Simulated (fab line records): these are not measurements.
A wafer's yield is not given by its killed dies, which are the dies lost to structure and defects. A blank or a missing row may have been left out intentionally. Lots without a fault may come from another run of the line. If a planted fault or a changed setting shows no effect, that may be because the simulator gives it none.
Which tool did it?    flow gf180mcu    13 lots with 39 wafers sampled at 3 steps, on a route of 602 steps

## WHAT THE GAUGES READ, wafer by wafer
GF_V2_RS_MEAS_24: measurement is done with a four-point probe. Usual: for V2_W_RS the level is 0.327 ohm/sq and the standard deviation is 0.0037.
lot   measured      on             V2_W_RS (ohm/sq)   flag
L734  day 20 01:26  film_metro-01  0.329 0.332 0.329  
L735  day 20 08:47  film_metro-01  0.328 0.332 0.326  
L736  day 20 17:39  film_metro-03  0.324 0.323 0.327  
L737  day 21 09:31  film_metro-04  0.327 0.330 0.325  
L738  day 21 17:52  film_metro-04  0.324 0.325 0.319  
L740  day 22 12:49  film_metro-01  0.333 0.332 0.328  
L744  day 24 04:53  film_metro-04  0.327 0.328 0.329  
L749  day 25 15:17  film_metro-03  0.333 0.331 0.328  
L751  day 26 07:35  film_metro-01  0.328 0.328 0.331  
L750  day 26 09:56  film_metro-04  0.320 0.325 0.323  
L753  day 26 20:50  film_metro-04  0.328 0.327 0.332  
L754  day 27 02:10  film_metro-03  0.325 0.335 0.331  
L755  day 27 10:50  film_metro-01  0.327 0.325 0.324  

GF_V3_THK_MEAS_03. Usual: for V3_CVD_02_THK the level is 850 nm and the standard deviation is 11.
lot   measured      on             V3_CVD_02_THK (nm)  flag
L734  day 21 02:30  film_metro-04  848 852 845         
L735  day 21 10:19  film_metro-04  853 854 860         
L736  day 21 19:19  film_metro-01  852 843 858         
L737  day 22 10:52  film_metro-04  851 852 851         
L738  day 22 19:17  film_metro-01  848 849 854         
L740  day 23 12:58  film_metro-02  863 859 860         
L744  day 25 05:05  film_metro-02  839 856 869         
L749  day 26 14:11  film_metro-04  840 844 855         
L751  day 27 17:46  film_metro-01  828 826 853         
L750  day 27 07:13  film_metro-04  825 851 857         
L753  day 27 19:31  film_metro-01  841 854 856         
L754  day 27 23:00  film_metro-01  845 861 838         
L755  day 28 07:30  film_metro-04  833 864 847         

## EACH LOT AND THE TOOL THAT RAN IT (in order: tool; ch and the chambers of the sampled wafers; start)
lot   GF_V2_ETCH_17
L734  rie_diel-01 ch 1,2, day 20 01:26 or earlier
L735  rie_diel-01 ch 0,2,3, day 20 08:47 or earlier
L736  rie_diel-02 ch 1,2,3, day 20 17:39 or earlier
L737  rie_diel-03 ch 0,2, day 21 09:31 or earlier
L738  rie_diel-03 ch 1,2,3, day 21 17:52 or earlier
L740  rie_diel-02 ch 1,3, day 22 12:49 or earlier
L744  rie_diel-01 ch 0,2,3, day 24 04:53 or earlier
L749  rie_diel-03 ch 0,3, day 25 15:17 or earlier
L751  rie_diel-01 ch 0,1,3, day 26 07:35 or earlier
L750  rie_diel-02 ch 0,1,3, day 26 09:56 or earlier
L753  rie_diel-03 ch 0,1,2, day 26 20:50 or earlier
L754  rie_diel-03 ch 0,1, day 27 02:10 or earlier
L755  rie_diel-01 ch 1,2,3, day 27 10:50 or earlier
- GF_V2_ETCH_17: etches SiO2 in C4F8/O2/Ar, stops on TiN, target depth 630 nm.

## WHAT THE TOOLS THEMSELVES READ (means of the sampled wafers that have a number; where no wafer has one, the mark that the record gives instead)
GF_V2_ETCH_17. Usual: oes_product_au at 0.856 a.u., with a standard deviation of 0.0052.
lot   tool         oes_product_au (a.u.)  flag
L734  rie_diel-01  0.861                  
L735  rie_diel-01  0.857                  
L736  rie_diel-02  0.855                  
L737  rie_diel-03  0.857                  
L738  rie_diel-03  0.853                  
L740  rie_diel-02  0.855                  
L744  rie_diel-01  0.856                  
L749  rie_diel-03  0.858                  
L751  rie_diel-01  0.862                  
L750  rie_diel-02  0.853                  
L753  rie_diel-03  0.854                  
L754  rie_diel-03  0.861                  
L755  rie_diel-01  0.856                  

## THE ANSWER, worked out from the rows above alone
Rule: a lot counts as off when the mean over its wafers that have a number is more than 3 standard deviations away from the usual mean. A lot without any number at a reading at which 4 lots or more have one is off too. The other lots that the step has rows for count as sound. Order of review: gauges by route order, followed by the tools' own readings, for which a lot's mean as printed above is used. At the first step where some lot is off, the reading lying furthest off is the one used; lots without a number count as furthest.
Nothing can be told from this: no lot is off at any reading shown.

## WHAT HAD BEEN PUT IN BY THE SIMULATOR
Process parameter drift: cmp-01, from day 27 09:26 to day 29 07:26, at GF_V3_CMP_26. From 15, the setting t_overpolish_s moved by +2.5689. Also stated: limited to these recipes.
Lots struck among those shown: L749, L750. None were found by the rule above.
